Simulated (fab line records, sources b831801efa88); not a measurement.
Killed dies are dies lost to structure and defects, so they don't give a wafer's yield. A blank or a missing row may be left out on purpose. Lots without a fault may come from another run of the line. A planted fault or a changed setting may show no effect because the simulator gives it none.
fab line records | flow gf180mcu
record lots=24 wafers=72 last_day=34
route steps=602 shown M3@423 V4@497 MIM@506 V5@561 PASSIVATION@588
lots that met no fault: from a run of the same line without faults
start_h: hours from the record's first day to the start of the lot's first wafer shown | wait_h: hours since the lot's step before | " the same as in the row above | L1.1+2: a row that stands for several wafers | - no value, or no start given | * or withheld: withheld | < > ~ a bound
route shown NAME@n: a module of which the file shows steps, and the number in the route of the first | usual: mean/standard deviation of fault-free wafers | same: alike in all rows | chamber/n: place in a boat | sites: the reading at each site | _std_site: their standard deviation | _edge_site: outer sites' mean less inner sites' | radius_mm: how far each site lies from the wafer's centre | mask NAME#n: copy n | behind: the tool/chamber that last shaped the wafer | hold: why the lot was held/for how many hours/how that ended | device: the transistor (n, p or np) that didn't switch | end of line: the same wafers' tests at the end of the route | a step without rows: its recipe alone | killed: dies lost to structure and defects at the first sort, not the wafer's yield | map: a wafer's dies, x killed, . not, _ none there
set.NAME: the setting as run; set.NAME@STEP: as run at that earlier step | model.NAME: the simulator's own value behind a step, which no gauge read
steps of the route over a sample of lots; a table a step, a row a wafer
services: from which hour (start_h, from the record's first day; less than 0 if before it) a tool's chamber was out of use, for how many hours, and why
## steps
# step GF_M3_CD_MEAS_14
# recipe target_cd_nm=280
# usual cd_nm=279.7/1.2
# columns lot.wafer tool chamber start_h wait_h cd_nm
L074.1 cd_sem-02 - 485.20 0.1 279.1
L074.2 " - " " 279.6
L074.3 " - " " 280.4
L075.2 cd_sem-01 - 493.20 0.2 279.1
L075.3 " - " " 278.8
L075.5 " - " " 277.9
L076.1 cd_sem-01 - 499.85 0.1 277.3
L076.2 " - " " 277.2
L076.4 " - " " 278.3
L077.2 cd_sem-02 - 515.02 0.1 279.6
L077.3 " - " " 280.0
L077.6 " - " " 279.3
L078.1 cd_sem-02 - 520.50 0.1 280.4
L078.3 " - " " 281.2
L078.6 " - " " 280.7
L079.3 cd_sem-01 - 527.24 0.1 280.2
L079.4 " - " " 279.1
L079.6 " - " " 280.5
L080.4 cd_sem-01 - 541.66 0.1 279.6
L080.5 " - " " 279.6
L080.6 " - " " 278.6
L081.2 cd_sem-01 - 548.37 0.1 278.7
L081.3 " - " " 276.8
L081.4 " - " " 278.3
L082.1 cd_sem-02 - 554.05 0.1 280.1
L082.4 " - " " 279.3
L082.6 " - " " 279.9
L083.1 cd_sem-01 - 566.85 0.1 280.1
L083.3 " - " " 280.3
L083.6 " - " " 280.3
L084.1 cd_sem-02 - 572.65 0.1 280.1
L084.3 " - " " 280.6
L084.4 " - " " 280.9
L085.2 cd_sem-01 - 582.12 0.1 277.5
L085.3 " - " " 278.0
L085.6 " - " " 278.3
L086.1 cd_sem-01 - 585.25 0.1 279.0
L086.3 " - " " 278.2
L086.6 " - " " 279.1
L087.2 cd_sem-02 - 603.37 0.1 280.3
L087.4 " - " " 280.8
L087.6 " - " " 280.6
L088.2 cd_sem-01 - 606.22 0.1 280.9
L088.4 " - " " 280.3
L088.5 " - " " 280.6
L089.1 cd_sem-01 - 614.60 0.1 281.0
L089.3 " - " " 280.9
L089.6 " - " " 280.9
L090.2 cd_sem-02 - 622.27 0.1 279.7
L090.3 " - " " 279.2
L090.5 " - " " 279.8
L091.1 cd_sem-02 - 626.95 0.1 280.5
L091.4 " - " " 280.0
L091.5 " - " " 280.1
L092.1 cd_sem-02 - 636.49 0.1 279.0
L092.2 " - " " 277.4
L092.3 " - " " 278.9
L093.2 cd_sem-01 - 643.02 0.1 282.5
L093.4 " - " " 282.3
L093.5 " - " " 280.5
L094.2 cd_sem-01 - 653.27 0.1 278.3
L094.3 " - " " 277.7
L094.5 " - " " 277.9
L095.1 cd_sem-01 - 658.44 0.1 279.4
L095.3 " - " " 279.6
L095.6 " - " " 279.9
L096.1 cd_sem-02 - 662.90 0.1 280.6
L096.4 " - " " 278.5
L096.6 " - " " 279.4
L097.4 cd_sem-02 - 666.25 0.1 282.1
L097.5 " - " " 280.7
L097.6 " - " " 282.5
# step GF_M3_OVL_MEAS_15
# usual M3_OVL=1/5.2
# columns lot.wafer tool chamber start_h wait_h M3_OVL[nm]
L074.1 overlay-02 - 485.32 0.1 1
L074.2 " - " " 1
L074.3 " - " " 0
L075.2 overlay-01 - 493.31 0.1 7
L075.3 " - " " 3
L075.5 " - " " -6
L076.1 overlay-01 - 499.97 0.1 7
L076.2 " - " " 3
L076.4 " - " " -7
L077.2 overlay-02 - 515.12 0.1 8
L077.3 " - " " 0
L077.6 " - " " 4
L078.1 overlay-02 - 520.62 0.1 -6
L078.3 " - " " 5
L078.6 " - " " 9
L079.3 overlay-02 - 527.33 0.1 2
L079.4 " - " " 1
L079.6 " - " " 0
L080.4 overlay-02 - 541.73 0.1 5
L080.5 " - " " 7
L080.6 " - " " 0
L081.2 overlay-01 - 548.47 0.1 1
L081.3 " - " " -3
L081.4 " - " " 6
L082.1 overlay-02 - 554.17 0.1 4
L082.4 " - " " 0
L082.6 " - " " 6
L083.1 overlay-01 - 566.97 0.1 6
L083.3 " - " " 6
L083.6 " - " " 0
L084.1 overlay-01 - 572.77 0.1 -9
L084.3 " - " " -14
L084.4 " - " " -6
L085.2 overlay-02 - 582.22 0.1 -6
L085.3 " - " " 1
L085.6 " - " " -8
L086.1 overlay-02 - 585.37 0.1 6
L086.3 " - " " 10
L086.6 " - " " 0
L087.2 overlay-01 - 603.47 0.1 0
L087.4 " - " " 12
L087.6 " - " " 6
L088.2 overlay-02 - 606.32 0.1 -1
L088.4 " - " " -3
L088.5 " - " " 7
L089.1 overlay-01 - 614.72 0.1 0
L089.3 " - " " 9
L089.6 " - " " 2
L090.2 overlay-01 - 622.37 0.1 -3
L090.3 " - " " 1
L090.5 " - " " -4
L091.1 overlay-02 - 627.07 0.1 2
L091.4 " - " " -5
L091.5 " - " " 2
L092.1 overlay-02 - 636.61 0.1 5
L092.2 " - " " 1
L092.3 " - " " -4
L093.2 overlay-02 - 643.12 0.1 -6
L093.4 " - " " 0
L093.5 " - " " -7
L094.2 overlay-01 - 653.37 0.1 5
L094.3 " - " " 1
L094.5 " - " " 0
L095.1 overlay-01 - 658.56 0.1 -6
L095.3 " - " " 4
L095.6 " - " " -1
L096.1 overlay-01 - 663.02 0.1 3
L096.4 " - " " 4
L096.6 " - " " 1
L097.4 overlay-02 - 666.33 0.1 10
L097.5 " - " " 11
L097.6 " - " " 9
# step GF_V4_SPUTTER_21
# recipe material=Ti target_thk_nm=15 chamber_pressure_pa=5 power_w=2500 substrate_temp_c=200 time_s=80.02
# usual throttle_valve_pct=29.6/1.2
# columns lot.wafer tool chamber start_h wait_h throttle_valve_pct
L074.1 pvd_sputter-04 - 560.03 0.0 29.6
L074.2 " - " " 29.7
L074.3 " - " " 27.0
L075.2 pvd_sputter-04 - 569.44 0.0 29.5
L075.3 " - " " 27.1
L075.5 " - " " 29.8
L076.1 pvd_sputter-01 - 574.18 0.0 29.3
L076.2 " - " " 31.3
L076.4 " - " " 29.5
L077.2 pvd_sputter-04 - 587.92 0.0 27.0
L077.3 " - " " 29.6
L077.6 " - " " 29.8
L078.1 pvd_sputter-02 - 594.40 0.0 28.8
L078.3 " - " " 29.0
L078.6 " - " " 29.0
L079.3 pvd_sputter-04 - 600.46 0.0 27.0
L079.4 " - " " 29.6
L079.6 " - " " 27.0
L080.4 pvd_sputter-04 - 612.78 0.0 29.7
L080.5 " - " " 29.5
L080.6 " - " " 29.7
L081.2 pvd_sputter-04 - 619.56 0.0 29.8
L081.3 " - " " 29.6
L081.4 " - " " 27.0
L082.1 pvd_sputter-01 - 623.85 0.0 29.4
L082.4 " - " " 29.1
L082.6 " - " " 31.7
L083.1 pvd_sputter-02 - 635.26 0.0 28.5
L083.3 " - " " 30.0
L083.6 " - " " 30.1
L084.1 pvd_sputter-01 - 640.42 0.0 30.8
L084.3 " - " " 29.2
L084.4 " - " " 31.2
L085.2 pvd_sputter-01 - 648.91 0.0 31.6
L085.3 " - " " 29.4
L085.6 " - " " 29.3
L086.1 pvd_sputter-04 - 652.92 0.0 26.8
L086.3 " - " " 29.9
L086.6 " - " " 26.9
L087.2 pvd_sputter-02 - 668.62 0.0 29.8
L087.4 " - " " 30.1
L087.6 " - " " 29.2
L088.2 pvd_sputter-04 - 671.45 0.0 29.6
L088.4 " - " " 26.9
L088.5 " - " " 27.1
L089.1 pvd_sputter-01 - 678.86 0.0 31.5
L089.3 " - " " 29.1
L089.6 " - " " 30.9
L090.2 pvd_sputter-01 - 686.10 0.0 29.4
L090.3 " - " " 29.5
L090.5 " - " " 29.5
L091.1 pvd_sputter-02 - 690.35 0.0 30.1
L091.4 " - " " 29.9
L091.5 " - " " 28.6
L092.1 pvd_sputter-01 - 698.36 0.0 31.4
L092.2 " - " " 29.3
L092.3 " - " " 29.4
L093.2 pvd_sputter-01 - 704.71 0.0 29.4
L093.4 " - " " 31.1
L093.5 " - " " 29.1
L094.2 pvd_sputter-01 - 713.01 0.0 29.4
L094.3 " - " " 31.1
L094.5 " - " " 31.4
L095.1 pvd_sputter-04 - 718.44 0.0 29.5
L095.3 " - " " 29.7
L095.6 " - " " 29.8
L096.1 pvd_sputter-02 - 722.74 0.0 29.7
L096.4 " - " " 28.8
L096.6 " - " " 30.2
L097.4 pvd_sputter-02 - 726.79 0.0 29.8
L097.5 " - " " 30.0
L097.6 " - " " 28.7
# step GF_MIM_SPUTTER_03
# recipe material=Ti target_thk_nm=10 substrate_temp_c=300 chamber_pressure_pa=0.3 power_w=3000 time_s=6.7
# usual throttle_valve_pct=30.1/1.1
# columns lot.wafer tool chamber start_h wait_h throttle_valve_pct
L074.1 pvd_sputter-02 - 560.88 0.0 29.9
L074.2 " - " " 29.1
L074.3 " - " " 29.0
L075.2 pvd_sputter-01 - 570.35 0.0 30.9
L075.3 " - " " 29.5
L075.5 " - " " 31.6
L076.1 pvd_sputter-02 - 575.13 0.0 29.8
L076.2 " - " " 29.2
L076.4 " - " " 28.7
L077.2 pvd_sputter-03 - 588.94 0.0 29.5
L077.3 " - " " 30.6
L077.6 " - " " 30.8
L078.1 pvd_sputter-02 - 595.25 0.0 30.0
L078.3 " - " " 30.0
L078.6 " - " " 29.4
L079.3 pvd_sputter-01 - 601.32 0.0 29.3
L079.4 " - " " 31.1
L079.6 " - " " 31.1
L080.4 pvd_sputter-03 - 613.79 0.0 29.1
L080.5 " - " " 32.3
L080.6 " - " " 29.0
L081.2 pvd_sputter-01 - 620.41 0.0 31.0
L081.3 " - " " 29.5
L081.4 " - " " 29.1
L082.1 pvd_sputter-02 - 624.70 0.0 30.0
L082.4 " - " " 29.7
L082.6 " - " " 29.0
L083.1 pvd_sputter-03 - 636.27 0.0 32.5
L083.3 " - " " 28.9
L083.6 " - " " 32.3
L084.1 pvd_sputter-03 - 641.43 0.0 32.5
L084.3 " - " " 29.4
L084.4 " - " " 29.1
L085.2 pvd_sputter-03 - 649.77 0.0 32.6
L085.3 " - " " 29.0
L085.6 " - " " 28.9
L086.1 pvd_sputter-01 - 653.77 0.0 31.6
L086.3 " - " " 29.1
L086.6 " - " " 29.3
L087.2 pvd_sputter-01 - 669.47 0.0 31.1
L087.4 " - " " 29.3
L087.6 " - " " 31.5
L088.2 pvd_sputter-03 - 672.30 0.0 29.3
L088.4 " - " " 30.7
L088.5 " - " " 32.5
L089.1 pvd_sputter-03 - 679.71 0.0 29.2
L089.3 " - " " 30.4
L089.6 " - " " 28.9
L090.2 pvd_sputter-02 - 686.96 0.0 28.8
L090.3 " - " " 29.9
L090.5 " - " " 29.0
L091.1 pvd_sputter-03 - 691.20 0.0 32.3
L091.4 " - " " 29.2
L091.5 " - " " 32.3
L092.1 pvd_sputter-02 - 699.21 0.0 28.7
L092.2 " - " " 30.2
L092.3 " - " " 29.2
L093.2 pvd_sputter-01 - 705.56 0.0 29.3
L093.4 " - " " 31.3
L093.5 " - " " 29.5
L094.2 pvd_sputter-02 - 713.87 0.0 29.1
L094.3 " - " " 29.2
L094.5 " - " " 29.8
L095.1 pvd_sputter-02 - 719.30 0.0 29.8
L095.3 " - " " 28.8
L095.6 " - " " 30.0
L096.1 pvd_sputter-01 - 723.70 0.0 29.2
L096.4 " - " " 31.0
L096.6 " - " " 31.0
L097.4 pvd_sputter-01 - 727.65 0.0 29.1
L097.5 " - " " 31.2
L097.6 " - " " 29.2
# step GF_V5_SPUTTER_21
# recipe material=Ti target_thk_nm=15 chamber_pressure_pa=5 power_w=2500 substrate_temp_c=200 time_s=80.02
# usual throttle_valve_pct=29.8/1.3
# columns lot.wafer tool chamber start_h wait_h throttle_valve_pct
L074.1 pvd_sputter-03 - 628.04 0.0 30.6
L074.2 " - " " 29.5
L074.3 " - " " 29.1
L075.2 pvd_sputter-04 - 636.79 0.0 29.8
L075.3 " - " " 29.7
L075.5 " - " " 29.6
L076.1 pvd_sputter-02 - 641.09 0.0 29.9
L076.2 " - " " 28.9
L076.4 " - " " 29.7
L077.2 pvd_sputter-03 - 653.29 0.0 29.3
L077.3 " - " " 32.2
L077.6 " - " " 32.5
L078.1 pvd_sputter-03 - 658.69 0.0 29.3
L078.3 " - " " 32.1
L078.6 " - " " 32.4
L079.3 pvd_sputter-02 - 663.79 0.0 29.4
L079.4 " - " " 29.8
L079.6 " - " " 28.8
L080.4 pvd_sputter-02 - 675.34 0.0 29.9
L080.5 " - " " 30.0
L080.6 " - " " 29.3
L081.2 pvd_sputter-03 - 682.47 0.0 32.4
L081.3 " - " " 29.2
L081.4 " - " " 29.3
L082.1 pvd_sputter-04 - 687.46 0.0 29.5
L082.4 " - " " 29.7
L082.6 " - " " 29.6
L083.1 pvd_sputter-02 - 697.29 0.0 28.6
L083.3 " - " " 30.2
L083.6 " - " " 29.2
L084.1 pvd_sputter-03 - 702.04 0.0 30.9
L084.3 " - " " 29.4
L084.4 " - " " 32.5
L085.2 pvd_sputter-02 - 708.72 0.0 29.0
L085.3 " - " " 28.8
L085.6 " - " " 30.0
L086.1 pvd_sputter-04 - 711.77 0.0 29.8
L086.3 " - " " 29.8
L086.6 " - " " 27.1
L087.2 pvd_sputter-03 - 724.92 0.0 29.2
L087.4 " - " " 29.4
L087.6 " - " " 30.9
L088.2 pvd_sputter-03 - 728.09 0.0 30.5
L088.4 " - " " 29.3
L088.5 " - " " 32.6
L089.1 pvd_sputter-02 - 734.69 0.0 30.3
L089.3 " - " " 29.1
L089.6 " - " " 29.1
L090.2 pvd_sputter-04 - 746.89 0.0 29.9
L090.3 " - " " 27.0
L090.5 " - " " 29.7
L091.1 pvd_sputter-04 - 748.29 0.0 29.8
L091.4 " - " " 29.6
L091.5 " - " " 29.9
L092.1 pvd_sputter-02 - 752.94 0.0 28.9
L092.2 " - " " 30.0
L092.3 " - " " 28.8
L093.2 pvd_sputter-04 - 759.69 0.0 27.1
L093.4 " - " " 30.0
L093.5 " - " " 29.8
L094.2 pvd_sputter-04 - 767.22 0.0 29.8
L094.3 " - " " 29.6
L094.5 " - " " 29.7
L095.1 pvd_sputter-03 - 771.19 0.0 30.5
L095.3 " - " " 32.5
L095.6 " - " " 32.3
L096.1 pvd_sputter-03 - 776.29 0.0 32.4
L096.4 " - " " 32.2
L096.6 " - " " 30.6
L097.4 pvd_sputter-02 - 778.89 0.0 29.1
L097.5 " - " " 29.8
L097.6 " - " " 29.1
# step GF_PASSIVATION_THK_MEAS_01
# recipe reads=SiO2_of_PASSIVATION_CVD_00
# usual PASSIVATION_CVD_00_THK=1002/11
# columns lot.wafer tool chamber start_h wait_h PASSIVATION_CVD_00_THK[nm]
L074.1 film_metro-03 - 649.65 0.0 987
L074.2 " - " " 984
L074.3 " - " " 999
L075.2 film_metro-04 - 657.87 0.0 997
L075.3 " - " " 999
L075.5 " - " " 1005
L076.1 film_metro-03 - 662.70 0.0 992
L076.2 " - " " 982
L076.4 " - " " 1008
L077.2 film_metro-04 - 674.15 0.0 997
L077.3 " - " " 996
L077.6 " - " " 1021
L078.1 film_metro-02 - 679.82 0.0 1014
L078.3 " - " " 993
L078.6 " - " " 1018
L079.3 film_metro-03 - 684.33 0.1 1019
L079.4 " - " " 1015
L079.6 " - " " 1004
L080.4 film_metro-04 - 696.44 0.0 1008
L080.5 " - " " 1009
L080.6 " - " " 1006
L081.2 film_metro-02 - 707.54 0.0 983
L081.3 " - " " 1000
L081.4 " - " " 1009
L082.1 film_metro-03 - 708.00 0.1 996
L082.4 " - " " 1012
L082.6 " - " " 1009
L083.1 film_metro-02 - 714.84 0.0 988
L083.3 " - " " 985
L083.6 " - " " 996
L084.1 film_metro-03 - 721.21 0.0 998
L084.3 " - " " 1004
L084.4 " - " " 1014
L085.2 film_metro-02 - 728.44 0.0 996
L085.3 " - " " 998
L085.6 " - " " 1006
L086.1 film_metro-02 - 731.04 0.1 988
L086.3 " - " " 999
L086.6 " - " " 1003
L087.2 film_metro-04 - 743.92 0.0 995
L087.4 " - " " 997
L087.6 " - " " 1005
L088.2 film_metro-02 - 747.17 0.0 1009
L088.4 " - " " 1027
L088.5 " - " " 1016
L089.1 film_metro-02 - 752.77 0.0 989
L089.3 " - " " 984
L089.6 " - " " 1007
L090.2 film_metro-03 - 765.76 0.0 992
L090.3 " - " " 1002
L090.5 " - " " 1015
L091.1 film_metro-02 - 766.23 0.0 995
L091.4 " - " " 1011
L091.5 " - " " 1004
L092.1 film_metro-02 - 771.01 0.0 995
L092.2 " - " " 1010
L092.3 " - " " 1009
L093.2 film_metro-04 - 776.96 0.0 988
L093.4 " - " " 996
L093.5 " - " " 1002
L094.2 film_metro-03 - 784.47 0.0 977
L094.3 " - " " 980
L094.5 " - " " 988
L095.1 film_metro-04 - 789.16 0.0 983
L095.3 " - " " 995
L095.6 " - " " 999
L096.1 film_metro-04 - 793.59 0.1 980
L096.4 " - " " 1016
L096.6 " - " " 1003
L097.4 film_metro-02 - 795.77 0.1 1018
L097.5 " - " " 1015
L097.6 " - " " 1010
## services
# columns tool chamber start_h hours kind
pvd_sputter-01 3 546.83 - consumable_replace:kit
pvd_sputter-01 3 546.83 18.0 scheduled_down
pvd_sputter-01 3 546.83 18.0 vent_cycle
pvd_sputter-02 - 575.43 9.0 repair
pvd_sputter-03 1 577.90 - consumable_replace:kit
pvd_sputter-03 1 577.90 18.0 scheduled_down
pvd_sputter-03 1 577.90 18.0 vent_cycle
pvd_sputter-04 - 616.69 2.2 repair
pvd_sputter-01 - 640.86 4.2 repair
pvd_sputter-03 0 644.64 - consumable_replace:kit
pvd_sputter-03 0 644.64 18.0 scheduled_down
pvd_sputter-03 0 644.64 18.0 vent_cycle
pvd_sputter-02 2 652.86 - consumable_replace:kit
pvd_sputter-02 2 652.86 18.0 scheduled_down
pvd_sputter-02 2 652.86 18.0 vent_cycle
pvd_sputter-01 2 661.63 - consumable_replace:kit
pvd_sputter-01 2 661.63 18.0 scheduled_down
pvd_sputter-01 2 661.63 18.0 vent_cycle
pvd_sputter-02 - 671.15 1.6 repair
pvd_sputter-04 - 676.07 2.1 repair
pvd_sputter-01 - 684.21 1.8 repair
pvd_sputter-01 - 730.22 1.9 repair
pvd_sputter-03 3 763.61 - consumable_replace:kit
pvd_sputter-03 3 763.61 18.0 scheduled_down
## key
fault none
